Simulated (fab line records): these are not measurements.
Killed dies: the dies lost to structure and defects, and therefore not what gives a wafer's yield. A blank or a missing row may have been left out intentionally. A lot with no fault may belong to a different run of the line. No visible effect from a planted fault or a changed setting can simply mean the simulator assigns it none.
Which tool is to blame? || flow sky130 || Sampling: 10 lots, 30 wafers, 5 of 708 route steps

WHAT THE GAUGES SHOWED, per wafer
SKY_CAP2M_RS_MEAS_03: the measuring method here is four-point-probe. Usual: CAP2M_TIN_RS 6.93 ohm/sq, standard deviation 0.067.
{"lot": "L180", "measured": "day 39 19:46", "on": "film_metro-03", "CAP2M_TIN_RS (ohm/sq)": "6.94 6.91 6.93", "flag": ""}
{"lot": "L182", "measured": "day 40 15:31", "on": "film_metro-04", "CAP2M_TIN_RS (ohm/sq)": "6.90 6.91 6.95", "flag": ""}
{"lot": "L184", "measured": "day 41 01:16", "on": "film_metro-01", "CAP2M_TIN_RS (ohm/sq)": "7.04 7.09 7.07", "flag": ""}
{"lot": "L186", "measured": "day 41 23:01", "on": "film_metro-04", "CAP2M_TIN_RS (ohm/sq)": "7.06 6.97 6.96", "flag": ""}
{"lot": "L188", "measured": "day 42 10:49", "on": "film_metro-03", "CAP2M_TIN_RS (ohm/sq)": "7.01 7.07 7.02", "flag": ""}
{"lot": "L189", "measured": "day 42 15:02", "on": "film_metro-04", "CAP2M_TIN_RS (ohm/sq)": "6.88 6.86 6.95", "flag": ""}
{"lot": "L195", "measured": "day 44 07:38", "on": "film_metro-03", "CAP2M_TIN_RS (ohm/sq)": "6.83 6.88 6.89", "flag": ""}
{"lot": "L197", "measured": "day 45 02:39", "on": "film_metro-03", "CAP2M_TIN_RS (ohm/sq)": "6.82 6.86 6.83", "flag": ""}
{"lot": "L199", "measured": "day 45 11:11", "on": "film_metro-01", "CAP2M_TIN_RS (ohm/sq)": "6.92 7.01 7.01", "flag": ""}
{"lot": "L201", "measured": "day 46 00:46", "on": "film_metro-04", "CAP2M_TIN_RS (ohm/sq)": "6.93 6.91 6.96", "flag": ""}

SKY_METAL5_THK_MEAS_06: measures by xrf. Usual: METAL5_ALCU_THK 1139 nm, standard deviation 13.
{"lot": "L180", "measured": "day 42 23:46", "on": "film_metro-03", "METAL5_ALCU_THK (nm)": "1130 1129 1138", "flag": ""}
{"lot": "L182", "measured": "day 43 16:58", "on": "film_metro-01", "METAL5_ALCU_THK (nm)": "1130 1147 1143", "flag": ""}
{"lot": "L184", "measured": "day 44 02:05", "on": "film_metro-01", "METAL5_ALCU_THK (nm)": "1144 1139 1145", "flag": ""}
{"lot": "L186", "measured": "day 44 23:30", "on": "film_metro-01", "METAL5_ALCU_THK (nm)": "1024 1038 1033", "flag": "OFF"}
{"lot": "L188", "measured": "day 45 09:46", "on": "film_metro-02", "METAL5_ALCU_THK (nm)": "1133 1118 1131", "flag": ""}
{"lot": "L189", "measured": "day 45 15:53", "on": "film_metro-03", "METAL5_ALCU_THK (nm)": "1049 1048 1045", "flag": "OFF"}
{"lot": "L195", "measured": "day 47 02:48", "on": "film_metro-01", "METAL5_ALCU_THK (nm)": "1143 1136 1133", "flag": ""}
{"lot": "L197", "measured": "day 47 21:15", "on": "film_metro-03", "METAL5_ALCU_THK (nm)": "1162 1163 1169", "flag": ""}
{"lot": "L199", "measured": "day 48 03:34", "on": "film_metro-03", "METAL5_ALCU_THK (nm)": "1125 1121 1142", "flag": ""}
{"lot": "L201", "measured": "day 48 17:02", "on": "film_metro-03", "METAL5_ALCU_THK (nm)": "1174 1139 1164", "flag": ""}

SKY_PASSIVATION_THK_MEAS_01. Usual: PASSIVATION_CVD_00_THK 89.8 nm, standard deviation 1.1.
{"lot": "L180", "measured": "day 43 23:52", "on": "film_metro-02", "PASSIVATION_CVD_00_THK (nm)": "87.4 89.6 89.2", "flag": ""}
{"lot": "L182", "measured": "day 44 16:11", "on": "film_metro-03", "PASSIVATION_CVD_00_THK (nm)": "88.5 89.9 89.6", "flag": ""}
{"lot": "L184", "measured": "day 45 01:14", "on": "film_metro-03", "PASSIVATION_CVD_00_THK (nm)": "89.5 90.6 90.2", "flag": ""}
{"lot": "L186", "measured": "day 45 20:58", "on": "film_metro-03", "PASSIVATION_CVD_00_THK (nm)": "88.6 88.2 88.6", "flag": ""}
{"lot": "L188", "measured": "day 46 06:38", "on": "film_metro-04", "PASSIVATION_CVD_00_THK (nm)": "88.8 87.5 89.7", "flag": ""}
{"lot": "L189", "measured": "day 46 12:52", "on": "film_metro-02", "PASSIVATION_CVD_00_THK (nm)": "88.6 91.0 90.4", "flag": ""}
{"lot": "L195", "measured": "day 47 23:32", "on": "film_metro-02", "PASSIVATION_CVD_00_THK (nm)": "89.1 88.4 90.5", "flag": ""}
{"lot": "L197", "measured": "day 48 16:25", "on": "film_metro-02", "PASSIVATION_CVD_00_THK (nm)": "89.2 88.8 89.3", "flag": ""}
{"lot": "L199", "measured": "day 48 22:29", "on": "film_metro-02", "PASSIVATION_CVD_00_THK (nm)": "90.0 88.7 91.2", "flag": ""}
{"lot": "L201", "measured": "day 49 12:21", "on": "film_metro-04", "PASSIVATION_CVD_00_THK (nm)": "90.9 90.9 91.3", "flag": ""}

TOOL THAT RAN EACH LOT (tool first, then ch and the chambers of the sampled wafers, then the start)
{"lot": "L180", "SKY_VIA4_CMP_21": "cmp-01 ch 0,2, day 42 23:10", "SKY_METAL5_SPUTTER_04": "pvd_sputter-04, day 42 23:35"}
{"lot": "L182", "SKY_VIA4_CMP_21": "cmp-01 ch 2,3, day 43 16:26", "SKY_METAL5_SPUTTER_04": "pvd_sputter-04, day 43 16:48"}
{"lot": "L184", "SKY_VIA4_CMP_21": "cmp-01 ch 1,2, day 44 01:32", "SKY_METAL5_SPUTTER_04": "pvd_sputter-02, day 44 01:55"}
{"lot": "L186", "SKY_VIA4_CMP_21": "cmp-01 ch 0,1,3, day 44 23:01", "SKY_METAL5_SPUTTER_04": "pvd_sputter-02, day 44 23:20"}
{"lot": "L188", "SKY_VIA4_CMP_21": "cmp-01 ch 1,2,3, day 45 09:11", "SKY_METAL5_SPUTTER_04": "pvd_sputter-03, day 45 09:36"}
{"lot": "L189", "SKY_VIA4_CMP_21": "cmp-02 ch 0,2,3, day 45 15:27", "SKY_METAL5_SPUTTER_04": "pvd_sputter-02, day 45 15:43"}
{"lot": "L195", "SKY_VIA4_CMP_21": "cmp-02 ch 1,2,3, day 47 02:11", "SKY_METAL5_SPUTTER_04": "pvd_sputter-03, day 47 02:37"}
{"lot": "L197", "SKY_VIA4_CMP_21": "cmp-02 ch 0,1,3, day 47 20:40", "SKY_METAL5_SPUTTER_04": "pvd_sputter-03, day 47 21:05"}
{"lot": "L199", "SKY_VIA4_CMP_21": "cmp-01 ch 0,1,3, day 48 02:59", "SKY_METAL5_SPUTTER_04": "pvd_sputter-04, day 48 03:24"}
{"lot": "L201", "SKY_VIA4_CMP_21": "cmp-01 ch 0,3, day 48 16:28", "SKY_METAL5_SPUTTER_04": "pvd_sputter-03, day 48 16:51"}
- SKY_VIA4_CMP_21: polishes, stops on SiO2, t overpolish 25 s, target thk 0 nm.
- SKY_METAL5_SPUTTER_04: material TiN, target thk 70 nm, time 58.3 s.

AS READ BY THE TOOLS THEMSELVES (means over the sampled wafers that have a number; for cases with no such wafer, the mark the record gives instead)
SKY_VIA4_CMP_21. Usual: head_pressure_psi 3.499 psi, standard deviation 0.007; motor_current_A 10.8 A, standard deviation 1; overpolish_run_s 25.000 s, standard deviation 0.0097; platen_rpm 60.00 rpm, standard deviation 0.039; time_to_endpoint_s 124 s, standard deviation 4.2.
{"lot": "L180", "tool": "cmp-01", "head_pressure_psi (psi)": 3.501, "motor_current_A (A)": 10.2, "overpolish_run_s (s)": 24.999, "platen_rpm (rpm)": 60.02, "time_to_endpoint_s (s)": 122, "flag": ""}
{"lot": "L182", "tool": "cmp-01", "head_pressure_psi (psi)": 3.501, "motor_current_A (A)": 11.0, "overpolish_run_s (s)": 25.005, "platen_rpm (rpm)": 59.99, "time_to_endpoint_s (s)": 131, "flag": ""}
{"lot": "L184", "tool": "cmp-01", "head_pressure_psi (psi)": 3.500, "motor_current_A (A)": 9.7, "overpolish_run_s (s)": 24.996, "platen_rpm (rpm)": 60.01, "time_to_endpoint_s (s)": 122, "flag": ""}
{"lot": "L186", "tool": "cmp-01", "head_pressure_psi (psi)": 3.505, "motor_current_A (A)": 10.8, "overpolish_run_s (s)": 25.007, "platen_rpm (rpm)": 60.02, "time_to_endpoint_s (s)": 121, "flag": ""}
{"lot": "L188", "tool": "cmp-01", "head_pressure_psi (psi)": 3.498, "motor_current_A (A)": 10.6, "overpolish_run_s (s)": 24.991, "platen_rpm (rpm)": 59.96, "time_to_endpoint_s (s)": 128, "flag": ""}
{"lot": "L189", "tool": "cmp-02", "head_pressure_psi (psi)": 3.500, "motor_current_A (A)": 10.4, "overpolish_run_s (s)": 25.002, "platen_rpm (rpm)": 59.96, "time_to_endpoint_s (s)": 124, "flag": ""}
{"lot": "L195", "tool": "cmp-02", "head_pressure_psi (psi)": 3.507, "motor_current_A (A)": 11.3, "overpolish_run_s (s)": 24.996, "platen_rpm (rpm)": 60.00, "time_to_endpoint_s (s)": 129, "flag": ""}
{"lot": "L197", "tool": "cmp-02", "head_pressure_psi (psi)": 3.499, "motor_current_A (A)": 11.0, "overpolish_run_s (s)": 25.000, "platen_rpm (rpm)": 59.98, "time_to_endpoint_s (s)": 128, "flag": ""}
{"lot": "L199", "tool": "cmp-01", "head_pressure_psi (psi)": 3.498, "motor_current_A (A)": 10.8, "overpolish_run_s (s)": 25.001, "platen_rpm (rpm)": 60.05, "time_to_endpoint_s (s)": 125, "flag": ""}
{"lot": "L201", "tool": "cmp-01", "head_pressure_psi (psi)": 3.496, "motor_current_A (A)": 11.9, "overpolish_run_s (s)": 24.998, "platen_rpm (rpm)": 60.03, "time_to_endpoint_s (s)": 124, "flag": ""}

SKY_METAL5_SPUTTER_04. Usual: throttle_valve_pct reads 29.9 % (standard deviation 1.1).
{"lot": "L180", "tool": "pvd_sputter-04", "throttle_valve_pct (%)": 30.1, "flag": ""}
{"lot": "L182", "tool": "pvd_sputter-04", "throttle_valve_pct (%)": 30.1, "flag": ""}
{"lot": "L184", "tool": "pvd_sputter-02", "throttle_valve_pct (%)": 29.7, "flag": ""}
{"lot": "L186", "tool": "pvd_sputter-02", "throttle_valve_pct (%)": 29.0, "flag": ""}
{"lot": "L188", "tool": "pvd_sputter-03", "throttle_valve_pct (%)": 29.5, "flag": ""}
{"lot": "L189", "tool": "pvd_sputter-02", "throttle_valve_pct (%)": 29.8, "flag": ""}
{"lot": "L195", "tool": "pvd_sputter-03", "throttle_valve_pct (%)": 29.6, "flag": ""}
{"lot": "L197", "tool": "pvd_sputter-03", "throttle_valve_pct (%)": 29.8, "flag": ""}
{"lot": "L199", "tool": "pvd_sputter-04", "throttle_valve_pct (%)": 30.9, "flag": ""}
{"lot": "L201", "tool": "pvd_sputter-03", "throttle_valve_pct (%)": 29.8, "flag": ""}

THE ANSWER, worked out from the rows above alone
Rule: lot off if the mean of its wafers having a number is beyond 3 standard deviations from the usual mean. A lot without any number at a reading at which 4 lots or more have one is off too. The other lots that the step has rows for count as sound. After the gauges, taken in route order, come the tools' own readings; for these a lot's mean is taken, as printed above. The first step at which some lot is off is used, and at that step the reading that is off furthest; a lot without a number counts as furthest.
Off: L186, L189, at SKY_METAL5_THK_MEAS_06 (METAL5_ALCU_THK).
If a tool, at a process step before that reading, ran all the lots that are off and no sound lot after the first of them, it fits. Those tools and the gauges at SKY_METAL5_THK_MEAS_06 are tried in the same way. One fits: pvd_sputter-02 at SKY_METAL5_SPUTTER_04. A fault onset in the window from L184 (day 44 01:55, its last sound lot) to L186 (day 44 23:20, its first lot off) fits.

WHAT WAS PUT IN BY THE SIMULATOR
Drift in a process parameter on pvd_sputter-02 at SKY_METAL5_SPUTTER_04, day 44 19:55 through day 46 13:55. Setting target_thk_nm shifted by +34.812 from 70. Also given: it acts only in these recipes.
Shown lots that were struck: L186, L189. This agrees with what the rule above found.
